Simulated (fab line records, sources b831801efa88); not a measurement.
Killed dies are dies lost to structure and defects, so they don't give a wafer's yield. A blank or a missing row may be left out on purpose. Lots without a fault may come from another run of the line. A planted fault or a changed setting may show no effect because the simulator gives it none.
Which tool did it? | flow sky130 | 13 lots, 39 wafers sampled, at 5 steps of a route of 708

WHAT THE GAUGES READ, wafer by wafer
SKY_PWDE_OVL_MEAS_07.
lot  | measured    | on         | PWDE_OVL (nm)
L180 | day 4 02:37 | overlay-01 | 0.0 1.1 -0.4
L183 | day 4 19:01 | overlay-01 | 1.6 2.7 0.7
L184 | day 5 00:05 | overlay-02 | 0.3 2.0 2.3
L186 | day 5 16:07 | overlay-02 | -0.1 -0.8 -0.7
L187 | day 6 01:34 | overlay-01 | 2.0 2.6 1.9
L193 | day 7 04:40 | overlay-02 | 0.8 -0.1 -1.0
L194 | day 7 11:20 | overlay-01 | -0.5 0.0 -0.7
L195 | day 7 15:40 | overlay-01 | 0.1 0.5 0.9
L196 | day 7 23:49 | overlay-02 | 2.7 1.3 2.4
L197 | day 8 01:16 | overlay-02 | 0.3 -0.4 -0.2
L199 | day 8 11:58 | overlay-01 | -0.4 -0.8 -0.6
L201 | day 8 22:44 | overlay-01 | 0.6 1.4 1.1
L202 | day 9 13:04 | overlay-02 | 0.8 -0.7 -0.2

SKY_VT_ADJUST_HVTR_OVL_MEAS_08.
lot  | measured     | on         | VT_ADJUST_HVTR_OVL (nm)
L180 | day 9 18:32  | overlay-02 | -1.3 -0.7 -0.3
L183 | day 10 16:07 | overlay-01 | -0.5 1.6 0.0
L184 | day 10 22:22 | overlay-02 | -1.0 -1.0 -0.2
L186 | day 11 22:37 | overlay-02 | 0.3 0.0 1.6
L187 | day 12 09:23 | overlay-02 | 0.3 1.3 3.4
L193 | day 13 23:36 | overlay-01 | 111.1 110.9 111.4
L194 | day 14 03:40 | overlay-01 | 113.4 112.1 114.0
L195 | day 14 11:05 | overlay-02 | 112.1 111.9 112.9
L196 | day 14 20:26 | overlay-02 | 0.7 -0.7 -0.7
L197 | day 14 20:42 | overlay-02 | 112.7 111.9 113.0
L199 | day 15 13:24 | overlay-02 | 0.3 -0.2 -1.4
L201 | day 16 04:57 | overlay-02 | -1.4 0.8 -1.2
L202 | day 16 23:02 | overlay-02 | -1.8 -0.6 -1.2

SKY_SONOS_ONO_THK_MEAS_01.
lot  | measured     | on            | SONOS_ONO_OXIDATION_THK (nm)
L180 | day 11 19:38 | film_metro-04 | 2.63 2.54 2.55
L183 | day 12 17:41 | film_metro-04 | 2.57 2.58 2.49
L184 | day 13 02:15 | film_metro-04 | 2.57 2.69 2.65
L186 | day 14 03:28 | film_metro-04 | 2.57 2.64 2.60
L187 | day 14 16:43 | film_metro-04 | 2.62 2.61 2.53
L193 | day 16 08:49 | film_metro-02 | 2.59 2.61 2.67
L194 | day 16 13:35 | film_metro-03 | 2.52 2.56 2.58
L195 | day 16 20:51 | film_metro-03 | 2.41 2.50 2.45
L196 | day 17 06:33 | film_metro-04 | 2.50 2.50 2.56
L197 | day 17 07:54 | film_metro-04 | 2.61 2.55 2.47
L199 | day 18 04:22 | film_metro-04 | 2.67 2.69 2.65
L201 | day 18 20:24 | film_metro-02 | 2.65 2.65 2.70
L202 | day 19 12:49 | film_metro-03 | 2.58 2.47 2.56

SKY_SONOS_ONO_CD_MEAS_13: target cd 410 nm.
lot  | measured     | on        | cd_nm (nm)
L180 | day 12 22:10 | cd_sem-01 | 409.4 409.9 408.6
L183 | day 13 21:46 | cd_sem-02 | 411.7 410.1 413.4
L184 | day 14 06:22 | cd_sem-01 | 409.4 410.8 408.9
L186 | day 15 08:39 | cd_sem-02 | 411.2 412.4 413.1
L187 | day 16 03:32 | cd_sem-01 | 408.1 409.6 408.7
L193 | day 17 16:20 | cd_sem-02 | 407.8 408.4 406.1
L194 | day 17 22:04 | cd_sem-02 | 415.2 416.6 415.1
L195 | day 18 03:43 | cd_sem-02 | 411.0 409.2 412.0
L196 | day 18 13:38 | cd_sem-02 | 408.7 407.8 409.6
L197 | day 18 15:50 | cd_sem-01 | 413.9 411.6 412.3
L199 | day 19 12:38 | cd_sem-02 | 409.3 411.1 410.9
L201 | day 20 04:02 | cd_sem-01 | 411.8 412.5 411.4
L202 | day 21 10:46 | cd_sem-02 | 407.1 406.8 406.9

WHICH TOOL RAN EACH LOT (tool, then ch and the chambers of the sampled wafers, then the start)
lot  | SKY_VT_ADJUST_HVTR_EXPOSE_04
L180 | iline_stepper-02 ch 0, day 9 07:26
L183 | iline_stepper-02 ch 0, day 10 04:53
L184 | iline_stepper-01 ch 0, day 10 10:29
L186 | iline_stepper-01 ch 0, day 11 10:53
L187 | iline_stepper-01 ch 0, day 11 21:31
L193 | iline_stepper-02 ch 0, day 13 10:35
L194 | iline_stepper-02 ch 0, day 13 14:38
L195 | iline_stepper-02 ch 0, day 13 21:07
L196 | iline_stepper-01 ch 0, day 14 07:38
L197 | iline_stepper-02 ch 0, day 14 08:15
L199 | iline_stepper-01 ch 0, day 14 23:25
L201 | iline_stepper-01 ch 0, day 15 15:13
L202 | iline_stepper-01 ch 0, day 16 09:10
- SKY_VT_ADJUST_HVTR_EXPOSE_04: exposes mask HVTRM, target cd 380 nm.

WHAT THE TOOLS THEMSELVES READ (means of the sampled wafers that have a number; where no wafer has one, the mark that the record gives instead)
SKY_VT_ADJUST_HVTR_EXPOSE_04.
lot  | tool             | exposure_dose_mJ_cm2
L180 | iline_stepper-02 | 149.89
L183 | iline_stepper-02 | 150.17
L184 | iline_stepper-01 | 149.92
L186 | iline_stepper-01 | 150.19
L187 | iline_stepper-01 | 149.98
L193 | iline_stepper-02 | 149.97
L194 | iline_stepper-02 | 149.82
L195 | iline_stepper-02 | 149.98
L196 | iline_stepper-01 | 149.95
L197 | iline_stepper-02 | 150.18
L199 | iline_stepper-01 | 149.97
L201 | iline_stepper-01 | 150.06
L202 | iline_stepper-01 | 150.03

THE ANSWER, worked out from the rows above alone
Rule: what is usual is taken from the lots themselves. Put in order of their means at a reading, lots are off if they are a third of the lots or fewer, leave a main group of 4 or more, and stand apart from it by a gap of 3 or more times the standard deviation of the main group's means; of several such gaps the widest counts. A main group whose means are all the same, to the digits that the tables above print for the reading, isn't used. A lot without any number at a reading at which 4 lots or more have one is off too. The other lots that the step has rows for count as sound. The gauges are gone through in route order, then the tools' own readings, and for those a lot's mean is taken as printed above. The first step at which some lot is off is used, and at that step the reading that is off furthest; a lot without a number counts as furthest.
Off: L193, L194, L195, L197, at SKY_VT_ADJUST_HVTR_OVL_MEAS_08 (VT_ADJUST_HVTR_OVL). The main group: mean -0.1 nm, standard deviation 0.84.
A tool fits if, at a process step before that reading, it ran every lot that is off, and no sound lot after the first of them. The gauges at SKY_VT_ADJUST_HVTR_OVL_MEAS_08 are tried like those tools. One fits: iline_stepper-02 at SKY_VT_ADJUST_HVTR_EXPOSE_04. Its last sound lot is L183 (day 10 04:53), its first lot that is off L193 (day 13 10:35): a fault that began between those two fits.

WHAT THE SIMULATOR HAD PUT IN
Scanner matching overlay: iline_stepper-02, from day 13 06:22 on, at SKY_VT_ADJUST_HVTR_EXPOSE_04. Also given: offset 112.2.
Lots struck among those shown: L193, L194, L195, L197. The rule above found the same.
